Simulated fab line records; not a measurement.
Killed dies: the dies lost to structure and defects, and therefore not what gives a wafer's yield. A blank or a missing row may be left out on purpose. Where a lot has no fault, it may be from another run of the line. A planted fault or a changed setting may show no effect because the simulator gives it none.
fab line records | flow sfq_line
[record] lots = 15 wafers = 45 last_day = 86
route steps=325 shown I2@116 M4@159 I4@164
lots that met no fault: from a run of the same line without faults
start_h: hours from the record's opening day to when the first of the lot's shown wafers began | wait_h: hours elapsed since this lot's preceding step | " the same as in the row above | L1.1+2: several wafers, shown together as one row | - either no value or no given start | * or withheld: withheld | < > ~ a bound
route shown NAME@n: names a module that has steps shown in the file, with the first one's number in the route | usual: mean/standard deviation of fault-free wafers | same: alike in all rows | chamber/n: place in a boat | sites: the reading at each site | _std_site: the values' standard deviation | _edge_site: mean of outer sites minus mean of inner sites | radius_mm: for every site, how far away it sits from the centre of the wafer | mask NAME#n: copy n | behind: the tool/chamber that last shaped the wafer | hold: the reason the lot was held/the length of the hold in hours/how it ended | device: the transistor (n, p or np) that didn't switch | end of line: at the end of the route, the tests of the same wafers | a step with no rows: only its recipe | killed: not the wafer's yield, but the dies lost to structure and defects at the first sort | map: a wafer's dies, x killed, . not, _ none there
set.NAME: the setting as run; set.NAME@STEP: as run at that earlier step | model.NAME: the simulator's own value behind a step, which no gauge read
route steps across a sampled set of lots; one table per step, one row per wafer
services: a tool's chamber out of use, with start hour (start_h, from the record's first day; less than 0 if before it), hours out, and reason
[[steps]]
[step SFQ_TRILAYER_I2_VIA_STRIP_STRIP_071]
[recipe] gas = O2 power_w = 200 platen_temp_c = 40 overash_fraction = 0.65 chemistry = O2 pressure_mtorr = 50
[usual] drypump_motor_current_A = 5.63/0.25 oes_product_au = 0.996/0.012
[same] overash_fraction = 0.65
// columns lot.wafer tool chamber start_h wait_h drypump_motor_current_A oes_product_au rf_hours_counter_h
L808.2 rie_metal-01 1 813.87 - 5.30 0.982 74
L808.4 " 1 " " 5.30 0.996 -
L808.6 " 1 " " 5.29 0.981 -
L809.1 rie_metal-04 0 816.87 - 5.69 0.997 50
L809.2 " 1 " " 5.56 0.987 104
L809.4 " 1 " " 5.53 0.995 -
L810.1 rie_metal-02 0 819.27 - 5.45 0.999 132
L810.3 " 1 " " 6.23 1.028 -
L810.6 " 1 " " 6.22 1.009 -
L811.1 rie_metal-02 0 821.62 - 5.45 0.995 133
L811.2 " 1 " " 6.21 1.012 8
L811.5 " 0 " " 5.45 1.001 -
L812.1 rie_metal-04 1 825.22 - 5.56 0.997 105
L812.3 " 0 " " 5.71 0.993 -
L812.4 " 1 " " 5.54 0.996 -
L813.1 rie_metal-02 1 826.42 - 6.21 1.007 8
L813.3 " 1 " " 6.22 1.023 -
L813.5 " 1 " " 6.23 1.007 -
L814.1 rie_metal-04 1 827.62 - 5.54 0.999 105
L814.4 " 1 " " 5.54 1.000 -
L814.6 " 0 " " 5.70 0.992 -
L815.1 rie_metal-01 1 832.42 - 5.26 0.985 78
L815.3 " 1 " " 5.28 0.987 -
L815.4 " 0 " " 5.57 1.006 -
L816.1 rie_metal-04 1 833.62 - 5.56 1.000 106
L816.2 " 1 " " 5.55 0.997 -
L816.3 " 1 " " 5.55 0.995 -
L817.2 rie_metal-01 1 936.37 - 5.28 0.984 93
L817.3 " 0 " " 5.55 1.001 -
L817.6 " 1 " " 5.28 0.980 -
L819.2 rie_metal-04 1 955.54 - 5.55 0.989 126
L819.3 " 0 " " 5.70 0.990 -
L819.4 " 1 " " 5.52 0.988 -
L820.2 rie_metal-02 0 968.14 - 5.44 1.011 17
L820.3 " 0 " " 5.44 1.015 -
L820.5 " 0 " " 5.45 1.017 -
L821.3 rie_metal-04 0 985.25 - 5.70 0.984 -
L821.4 " 0 " " 5.70 0.979 -
L821.6 " 0 " " 5.72 0.985 -
L822.2 rie_metal-01 0 1001.14 - 5.54 0.993 88
L822.4 " 0 " " 5.56 0.999 -
L822.6 " 0 " " 5.55 0.999 -
L830.2 rie_metal-04 0 1109.44 - 5.68 0.982 100
L830.3 " 1 " " 5.55 0.999 -
L830.6 " 1 " " 5.55 0.998 -
[step SFQ_TRILAYER_M4_BARC_OPEN_METAL_ETCH_123]
[recipe] mask_material = PR chemistry = O2 target_depth_nm = 125 target = BARC icp_w = 600 bias_w = 80 pressure_mtorr = 10 time_s = 41.7
[usual] drypump_motor_current_A = 5.9/0.47 oes_product_au = 0.685/0.0045
// columns lot.wafer tool chamber start_h wait_h drypump_motor_current_A oes_product_au rf_hours_counter_h
L808.2 rie_metal-02 0 966.18 0.0 5.4 0.679 16
L808.4 " 1 " " 6.2 0.684 -
L808.6 " 1 " " 6.2 0.681 -
L809.1 rie_metal-03 0 969.18 0.0 6.2 0.689 105
L809.2 " 1 " " 6.6 0.686 43
L809.4 " 0 " " 6.3 0.688 -
L810.1 rie_metal-02 1 973.90 0.0 6.2 0.685 37
L810.3 " 1 " " 6.2 0.680 -
L810.6 " 1 " " 6.2 0.679 -
L811.1 rie_metal-02 1 976.30 0.0 6.2 0.678 38
L811.2 " 0 " " 5.4 0.681 18
L811.5 " 1 " " 6.2 0.691 -
L812.1 rie_metal-02 0 978.78 0.0 5.4 0.685 19
L812.3 " 1 " " 6.2 0.682 -
L812.4 " 0 " " 5.4 0.693 -
L813.1 rie_metal-03 1 982.30 0.0 6.6 0.685 46
L813.3 " 1 " " 6.6 0.695 -
L813.5 " 1 " " 6.6 0.689 -
L814.1 rie_metal-01 0 983.50 0.0 5.6 0.678 84
L814.4 " 0 " " 5.6 0.683 -
L814.6 " 1 " " 5.3 0.687 -
L815.1 rie_metal-01 1 993.11 0.0 5.3 0.689 102
L815.3 " 0 " " 5.6 0.685 -
L815.4 " 1 " " 5.3 0.684 -
L816.1 rie_metal-01 0 999.10 0.0 5.6 0.682 87
L816.2 " 1 " " 5.3 0.681 102
L816.3 " 1 " " 5.3 0.691 -
L817.2 rie_metal-01 1 1064.99 0.0 5.3 0.692 113
L817.3 " 1 " " 5.3 0.687 -
L817.6 " 0 " " 5.6 0.683 -
L819.2 rie_metal-02 1 1068.59 0.0 6.2 0.683 51
L819.3 " 1 " " 6.2 0.686 -
L819.4 " 0 " " 5.4 0.699 -
L820.2 rie_metal-03 1 1069.79 0.0 6.6 0.683 60
L820.3 " 0 " " 6.2 0.687 -
L820.5 " 0 " " 6.2 0.682 -
L821.3 rie_metal-02 1 1073.41 0.0 6.2 0.691 -
L821.4 " 0 " " 5.4 0.690 -
L821.6 " 0 " " 5.4 0.678 -
L822.2 rie_metal-03 0 1074.59 0.0 6.2 0.688 122
L822.4 " 0 " " 6.2 0.691 -
L822.6 " 1 " " 6.6 0.684 -
L830.2 rie_metal-01 0 1256.91 0.0 5.6 0.690 135
L830.3 " 0 " " 5.6 0.686 -
L830.6 " 1 " " 5.3 0.684 -
[step SFQ_TRILAYER_I4_CMP_CMP_100]
[recipe] material = SiO2 down_force_psi = 3 platen_rpm = 60 pad_velocity_m_s = 0.94248
[usual] edge_zone_pressure_frac = 1.000/0.0042 motor_current_A = 10.0/0.57 time_to_endpoint_s = 217/9.3
// columns lot.wafer tool chamber start_h wait_h edge_zone_pressure_frac motor_current_A time_to_endpoint_s
L808.4 cmp-01 3 976.38 9.2 0.996 10.0 219
L808.2 " 0 " " 1.002 10.8 223
L808.6 " 3 978.38 11.2 1.000 9.2 219
L809.1 cmp-01 0 979.38 9.2 1.004 10.2 203
L809.2 " 2 980.38 10.2 0.992 10.0 212
L809.4 " 3 " " 0.991 9.6 202
L810.1 cmp-02 2 985.76 10.9 1.000 10.6 212
L810.3 " 1 987.26 12.4 0.995 9.3 211
L810.6 " 2 " " 0.994 10.3 225
L811.2 cmp-02 1 989.26 12.0 1.007 10.0 211
L811.1 " 3 990.26 13.0 1.000 9.5 213
L811.5 " 1 991.26 13.9 1.006 9.8 213
L812.1 cmp-02 0 991.76 12.0 1.000 9.5 217
L812.3 " 2 992.76 13.0 0.996 11.3 224
L812.4 " 3 " " 1.004 9.8 226
L814.1 cmp-02 0 997.76 13.3 0.995 9.0 215
L814.4 " 3 999.26 14.7 0.998 9.0 207
L814.6 " 0 " " 0.997 9.3 215
L813.1 cmp-01 0 997.88 14.6 1.005 10.4 212
L813.3 " 2 998.88 15.6 1.012 10.2 222
L813.5 " 0 999.88 16.5 1.007 11.0 219
L815.4 cmp-02 0 1006.76 12.6 1.005 9.6 214
L815.1 " 1 " " 0.997 9.8 200
L815.3 " 3 1008.26 14.2 1.000 9.3 201
L816.3 cmp-01 3 1012.38 12.3 0.999 8.8 204
L816.1 " 0 " " 1.006 10.4 215
L816.2 " 1 " " 1.001 9.6 232
L817.2 cmp-01 1 1066.53 0.5 1.000 10.0 235
L817.3 " 2 " " 1.008 10.9 226
L817.6 " 0 1068.03 2.0 1.003 11.5 224
L819.2 cmp-02 2 1070.30 0.5 1.000 10.5 218
L819.4 " 3 " " 1.006 9.6 218
L819.3 " 0 " " 1.006 9.4 205
L820.2 cmp-02 1 1072.80 2.0 1.004 10.3 223
L820.3 " 3 1073.80 3.0 1.001 9.5 216
L820.5 " 2 1075.30 4.5 1.006 10.0 234
L821.4 cmp-02 2 1079.80 5.4 0.998 11.0 235
L821.3 " 3 " " 1.006 9.2 224
L821.6 " 0 " " 1.001 9.4 236
L822.2 cmp-02 0 1081.80 6.2 0.998 9.5 220
L822.4 " 3 1083.30 7.7 1.002 9.4 219
L822.6 " 1 1084.30 8.7 1.006 10.3 215
L830.3 cmp-01 0 1264.98 7.1 0.991 10.2 216
L830.2 " 2 1265.98 8.1 1.007 10.3 214
L830.6 " 1 1267.48 9.5 0.995 10.0 237
[step SFQ_TRILAYER_I4_METRO_MEASURE_101]
[usual] thk_nm = 200.0/1.3
// columns lot.wafer tool chamber start_h wait_h thk_nm
L808.2 film_metro-04 - 979.70 0.3 199.8
L808.4 " - " " 199.2
L808.6 " - " " 199.9
L809.1 film_metro-04 - 982.50 0.1 200.5
L809.2 " - " " 200.5
L809.4 " - " " 200.3
L810.1 film_metro-01 - 988.88 0.1 201.3
L810.3 " - " " 200.0
L810.6 " - " " 201.7
L811.1 film_metro-01 - 991.88 0.1 199.7
L811.2 " - " " 199.9
L811.5 " - " " 199.3
L812.1 film_metro-04 - 994.88 0.1 198.8
L812.3 " - " " 200.0
L812.4 " - " " 199.4
L813.1 film_metro-04 - 1000.50 0.1 200.3
L813.3 " - " " 201.0
L813.5 " - " " 199.6
L814.1 film_metro-01 - 1000.88 0.1 199.8
L814.4 " - " " 199.4
L814.6 " - " " 199.1
L815.1 film_metro-01 - 1009.88 0.1 199.0
L815.3 " - " " 199.4
L815.4 " - " " 199.6
L816.1 film_metro-01 - 1015.50 0.1 200.5
L816.2 " - " " 201.7
L816.3 " - " " 199.1
L817.2 film_metro-02 - 1069.35 0.3 201.5
L817.3 " - " " 200.0
L817.6 " - " " 200.4
L819.2 film_metro-04 - 1073.12 0.3 201.6
L819.3 " - " " 199.2
L819.4 " - " " 198.1
L820.2 film_metro-02 - 1076.12 0.3 178.2
L820.3 " - " " 178.0
L820.5 " - " " 179.8
L821.3 film_metro-02 - 1082.32 0.5 179.9
L821.4 " - " " 180.8
L821.6 " - " " 180.2
L822.2 film_metro-04 - 1085.12 0.3 179.6
L822.4 " - " " 177.9
L822.6 " - " " 179.7
L830.2 film_metro-02 - 1268.30 0.3 201.5
L830.3 " - " " 201.0
L830.6 " - " " 201.6
[step SFQ_I4_OVL_MEAS_928]
[usual] I4_OVL = -2/5.3
// columns lot.wafer tool chamber start_h wait_h I4_OVL[nm]
L808.2 overlay-01 - 1116.91 0.1 2
L808.4 " - " " 1
L808.6 " - " " -5
L809.1 overlay-02 - 1119.08 0.1 -9
L809.2 " - " " -6
L809.4 " - " " -5
L810.1 overlay-02 - 1125.08 0.1 -8
L810.3 " - " " -7
L810.6 " - " " -11
L811.1 overlay-01 - 1126.28 0.1 -2
L811.2 " - " " -3
L811.5 " - " " -2
L812.1 overlay-01 - 1132.41 0.1 -2
L812.3 " - " " -3
L812.4 " - " " -2
L813.1 overlay-01 - 1137.66 0.1 -3
L813.3 " - " " 2
L813.5 " - " " -9
L814.1 overlay-01 - 1138.86 0.1 2
L814.4 " - " " 10
L814.6 " - " " 10
L815.1 overlay-01 - 1148.78 0.1 2
L815.3 " - " " 7
L815.4 " - " " 6
L816.1 overlay-01 - 1155.98 0.1 -5
L816.2 " - " " -2
L816.3 " - " " -8
L817.2 overlay-02 - 1181.19 0.1 -4
L817.3 " - " " -3
L817.6 " - " " -2
L819.2 overlay-01 - 1187.19 0.1 -6
L819.3 " - " " -1
L819.4 " - " " -3
L820.2 overlay-01 - 1189.59 0.1 -3
L820.3 " - " " -2
L820.5 " - " " 2
L821.3 overlay-02 - 1191.99 0.1 -5
L821.4 " - " " -1
L821.6 " - " " -10
L822.2 overlay-01 - 1194.39 0.1 0
L822.4 " - " " 4
L822.6 " - " " 4
L830.2 overlay-02 - 1378.73 0.1 2
L830.3 " - " " -1
L830.6 " - " " -1
[step SFQ_TRILAYER_I4_VIA_ETCH_VIA_ETCH_106]
[recipe] target = SiO2 stop_on = Nb mask_material = PR taper_deg = 20 chemistry = CHF3 target_depth_nm = 260 source_w = 500 bias_w = 80 pressure_mtorr = 30 time_s = withheld
[usual] drypump_motor_current_A = 5.6/0.4 oes_product_au = 0.855/0.0051
// columns lot.wafer tool chamber start_h wait_h drypump_motor_current_A oes_product_au
L808.2 rie_diel-04 2 1116.98 0.0 5.2 0.854
L808.4 " 3 " " 5.4 0.848
L808.6 " 2 " " 5.2 0.854
L809.1 rie_diel-03 0 1119.16 0.0 5.8 0.854
L809.2 " 1 " " 4.8 0.861
L809.4 " 3 " " 5.1 0.859
L810.1 rie_diel-03 1 1125.16 0.0 4.8 0.852
L810.3 " 2 " " 6.1 0.855
L810.6 " 0 " " 5.8 0.857
L811.1 rie_diel-02 0 1126.36 0.0 5.5 0.849
L811.2 " 1 " " 5.8 0.852
L811.5 " 1 " " 5.8 0.856
L812.1 rie_diel-03 2 1132.48 0.0 6.1 0.847
L812.3 " 1 " " 4.8 0.862
L812.4 " 3 " " 5.1 0.850
L813.1 rie_diel-02 3 1137.74 0.0 5.8 0.855
L813.3 " 2 " " 5.6 0.857
L813.5 " 3 " " 5.8 0.849
L814.1 rie_diel-04 1 1138.94 0.0 6.0 0.855
L814.4 " 3 " " 5.4 0.854
L814.6 " 1 " " 6.0 0.854
L815.1 rie_diel-03 2 1148.86 0.0 6.1 0.845
L815.3 " 3 " " 5.1 0.854
L815.4 " 0 " " 5.8 0.847
L816.1 rie_diel-03 0 1156.06 0.0 5.9 0.850
L816.2 " 1 " " 4.8 0.854
L816.3 " 2 " " 6.1 0.849
L817.2 rie_diel-02 2 1181.26 0.0 5.5 0.862
L817.3 " 1 " " 5.7 0.855
L817.6 " 3 " " 5.8 0.864
L819.2 rie_diel-03 0 1187.26 0.0 5.8 0.856
L819.3 " 2 " " 6.1 0.858
L819.4 " 2 " " 6.1 0.853
L820.2 rie_diel-04 2 1189.66 0.0 5.2 0.805
L820.3 " 0 " " 5.8 0.804
L820.5 " 1 " " 6.0 0.814
L821.3 rie_diel-03 0 1192.06 0.0 5.8 0.809
L821.4 " 2 " " 6.1 0.806
L821.6 " 3 " " 5.1 0.812
L822.2 rie_diel-02 0 1194.46 0.0 5.5 0.798
L822.4 " 2 " " 5.5 0.802
L822.6 " 2 " " 5.5 0.798
L830.2 rie_diel-04 2 1378.80 0.0 5.2 0.856
L830.3 " 0 " " 5.8 0.861
L830.6 " 0 " " 5.8 0.868
[[services]]
// columns tool chamber start_h hours kind
rie_metal-04 - 804.54 0.7 repair
rie_metal-02 - 813.21 1.2 repair
cmp-02 - 831.10 1.3 repair
rie_metal-04 0 831.78 5.8 repair
cmp-02 - 832.39 5.8 pm
rie_metal-01 1 838.18 1.9 repair
rie_metal-04 - 877.55 0.2 repair
cmp-02 - 881.55 4.2 repair
cmp-02 - 895.39 21.6 repair
rie_diel-03 1 924.27 2.1 repair
rie_diel-03 2 924.56 6.6 repair
rie_metal-01 - 953.63 1.0 repair
rie_metal-01 1 976.91 1.0 repair
rie_metal-04 - 991.43 1.4 pm
rie_metal-01 1 994.76 3.1 repair
cmp-02 - 1059.85 2.7 repair
rie_diel-03 2 1064.09 11.7 repair
cmp-02 - 1090.80 4.9 pm
rie_diel-03 - 1091.43 0.8 repair
cmp-02 - 1095.68 4.0 pm
rie_metal-02 0 1119.61 12.4 repair
cmp-02 - 1137.66 2.8 repair
cmp-02 - 1211.62 13.2 pm
rie_metal-02 - 1220.02 2.8 pm
[[key]]
[first_sign] step = SFQ_TRILAYER_I4_METRO_MEASURE_101 reading = thk_nm direction = down sigmas = 16 usual = 200.0 struck = 179.3
[effect] step = SFQ_TRILAYER_I4_VIA_ETCH_VIA_ETCH_106 reading = oes_product_au direction = down sigmas = 9.7 usual = 0.855 struck = 0.805
met_at SFQ_TRILAYER_I4_CMP_CMP_100
struck_lots L820,L821,L822
not_acting_at SFQ_TRILAYER_I2_VIA_STRIP_STRIP_071,SFQ_TRILAYER_M4_BARC_OPEN_METAL_ETCH_123,SFQ_I4_OVL_MEAS_928
[fault] kind = process_parameter_drift tool = cmp-02 chamber = - onset_h = 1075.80 steps = SFQ_TRILAYER_I4_CMP_CMP_100 channel = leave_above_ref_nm offset = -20 shape = step end_h = 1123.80 acts_in = these_recipes_only stated = 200
